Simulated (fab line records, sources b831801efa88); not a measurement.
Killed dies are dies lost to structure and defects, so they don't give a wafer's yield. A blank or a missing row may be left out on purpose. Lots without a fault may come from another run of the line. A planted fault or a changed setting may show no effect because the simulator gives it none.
Which tool did it? | flow gf180mcu | 14 lots, 42 wafers sampled, at 2 steps of a route of 602

WHAT THE GAUGES READ, wafer by wafer
GF_V4_THK_MEAS_25: measures by xrf. Usual: V4_W_THK 336 nm, standard deviation 3.7.
lot  | measured     | on            | V4_W_THK (nm) | flag
L867 | day 24 09:03 | film_metro-01 | 340 331 336   |
L869 | day 25 05:19 | film_metro-01 | 333 336 334   |
L876 | day 27 08:01 | film_metro-01 | 337 338 339   |
L877 | day 27 23:35 | film_metro-04 | 345 335 337   |
L881 | day 29 01:37 | film_metro-04 | 339 335 336   |
L882 | day 29 17:57 | film_metro-03 | 341 332 339   |
L883 | day 29 18:30 | film_metro-01 | 345 343 340   |
L884 | day 29 20:53 | film_metro-03 | 337 333 333   |
L885 | day 30 08:58 | film_metro-01 | 338 338 337   |
L887 | day 30 16:04 | film_metro-04 | 337 337 336   |
L886 | day 30 16:44 | film_metro-03 | 331 330 329   |
L888 | day 30 18:55 | film_metro-03 | 332 330 330   |
L889 | day 31 06:25 | film_metro-01 | 331 336 329   |
L890 | day 31 09:49 | film_metro-01 | 334 339 337   |

WHICH TOOL RAN EACH LOT (tool, then ch and the chambers of the sampled wafers, then the start)
lot  | GF_V4_STRIP_18
L867 | plasma_asher-01 ch 0, day 24 08:10
L869 | plasma_asher-01 ch 0,1, day 25 04:27
L876 | plasma_asher-03 ch 0,1, day 27 07:09
L877 | plasma_asher-03 ch 0,1, day 27 22:43
L881 | plasma_asher-03 ch 1, day 29 00:42
L882 | plasma_asher-02 ch 0,1, day 29 17:03
L883 | plasma_asher-01 ch 0,1, day 29 17:38
L884 | plasma_asher-01 ch 0,1, day 29 20:01
L885 | plasma_asher-02 ch 0,1, day 30 08:07
L887 | plasma_asher-01 ch 0,1, day 30 15:12
L886 | plasma_asher-01 ch 0,1, day 30 15:52
L888 | plasma_asher-02 ch 0, day 30 18:03
L889 | plasma_asher-03 ch 0,1, day 31 05:31
L890 | plasma_asher-02 ch 0,1, day 31 08:57
- GF_V4_STRIP_18: strips in O2/N2.

WHAT THE TOOLS THEMSELVES READ (means of the sampled wafers that have a number; where no wafer has one, the mark that the record gives instead)
GF_V4_STRIP_18. Usual: drypump_motor_current_A 5.9 A, standard deviation 0.4; heater_power_w 359 W, standard deviation 38; oes_product_au 0.592 a.u., standard deviation 0.0049; platen_temp_c 250.02 C, standard deviation 0.18.
lot  | tool            | drypump_motor_current_A (A) | heater_power_w (W) | oes_product_au (a.u.) | platen_temp_c (C) | flag
L867 | plasma_asher-01 | 6.6                         | 334                | 0.591                 | 249.97            |
L869 | plasma_asher-01 | 6.3                         | 342                | 0.589                 | 250.08            |
L876 | plasma_asher-03 | 5.5                         | 314                | 0.593                 | 250.06            |
L877 | plasma_asher-03 | 5.5                         | 312                | 0.592                 | 250.14            |
L881 | plasma_asher-03 | 5.5                         | 325                | 0.594                 | 249.99            |
L882 | plasma_asher-02 | 5.6                         | 402                | 0.594                 | 249.84            |
L883 | plasma_asher-01 | 6.3                         | 334                | 0.588                 | 250.21            |
L884 | plasma_asher-01 | 6.3                         | 341                | 0.594                 | 250.09            |
L885 | plasma_asher-02 | 5.7                         | 398                | 0.587                 | 250.16            |
L887 | plasma_asher-01 | 6.3                         | 337                | 0.588                 | 249.96            |
L886 | plasma_asher-01 | 6.3                         | 338                | 0.590                 | 250.05            |
L888 | plasma_asher-02 | 5.6                         | 387                | 0.591                 | 249.89            |
L889 | plasma_asher-03 | 5.5                         | 316                | 0.590                 | 250.10            |
L890 | plasma_asher-02 | 5.7                         | 405                | 0.593                 | 249.85            |

THE ANSWER, worked out from the rows above alone
Rule: a lot is off if the mean of its wafers that have a number lies more than 3 standard deviations from the usual mean. A lot without any number at a reading at which 4 lots or more have one is off too. The other lots that the step has rows for count as sound. The gauges are gone through in route order, then the tools' own readings, and for those a lot's mean is taken as printed above. The first step at which some lot is off is used, and at that step the reading that is off furthest; a lot without a number counts as furthest.
No lot is off at any reading shown: from this, nothing can be told.

WHAT THE SIMULATOR HAD PUT IN
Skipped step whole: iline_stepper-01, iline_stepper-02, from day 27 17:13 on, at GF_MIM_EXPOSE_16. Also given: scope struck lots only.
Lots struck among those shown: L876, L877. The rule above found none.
